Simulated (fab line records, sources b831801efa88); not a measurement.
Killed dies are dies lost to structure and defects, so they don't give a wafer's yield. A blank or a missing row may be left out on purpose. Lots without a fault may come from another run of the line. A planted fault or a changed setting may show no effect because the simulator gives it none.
Chamber matching | flow gf180mcu | GF_V1_CVD_02 on pecvd-04: 3 sister chambers
The step deposits SiO2 from TEOS, target thk 850 nm, time 94.851 s. 24 wafers are shown with their chamber, then 12 later ones without.

WAFERS WITH THEIR CHAMBER
wafer  | chamber | heater_power_w (W)
L074.2 | 1       | 632
L074.3 | 0       | 654
L074.6 | 0       | 700
L078.1 | 1       | 685
L078.3 | 0       | 712
L078.4 | 0       | 783
L080.1 | 1       | 556
L080.3 | 0       | 656
L080.6 | 0       | 737
L082.1 | 0       | 738
L082.3 | 1       | 670
L082.4 | 2       | 792
L086.1 | 1       | 678
L086.2 | 2       | 721
L086.3 | 0       | 723
L086.4 | 0       | 763
L086.5 | 2       | 779
L086.6 | 1       | 557
L087.1 | 0       | 661
L087.3 | 2       | 811
L087.4 | 2       | 656
L092.1 | 2       | 789
L092.2 | 0       | 708
L092.4 | 1       | 555

SIGNATURES (means of the wafers above)
reading        | chamber 0 | chamber 1 | chamber 2 | scatter within a chamber
heater_power_w | 712.27    | 619.00    | 758.00    | 52.5
Rule: a wafer's distance from a chamber is the root of the sum, over the readings, of the square of ((its reading less the chamber's mean) divided by the reading's scatter). The wafer belongs to the nearest chamber; if the next one is less than 2 further off, it can't be placed. The scatter: the root of (the sum of the squares of (reading less its chamber's mean) over the shown wafers, divided by (wafers less chambers)).

WAFERS WITHOUT THEIR CHAMBER
wafer  | heater_power_w (W)
L094.3 | 701
L094.4 | 758
L094.6 | 783
L096.1 | 687
L096.2 | 835
L096.3 | 738
L096.4 | 568
L096.5 | 775
L096.6 | 655
L097.3 | 824
L097.4 | 611
L097.5 | 756

WHICH CHAMBER EACH WENT THROUGH
wafer  | from the rows above          | in truth
L094.3 | can't be placed: 0 or 2 or 1 | 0
L094.4 | can't be placed: 2 or 0      | 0
L094.6 | can't be placed: 2 or 0      | 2
L096.1 | can't be placed: 0 or 1 or 2 | 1
L096.2 | can't be placed: 2 or 0      | 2
L096.3 | can't be placed: 2 or 0 or 1 | 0
L096.4 | can't be placed: 1 or 0      | 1
L096.5 | can't be placed: 2 or 0      | 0
L096.6 | can't be placed: 1 or 0 or 2 | 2
L097.3 | can't be placed: 2 or 0      | 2
L097.4 | can't be placed: 1 or 0      | 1
L097.5 | can't be placed: 2 or 0      | 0
Placed correctly: 0 of 12. Can't be placed from these rows: 12 (the true chamber is among the candidates in 12). Placed wrongly: 0.
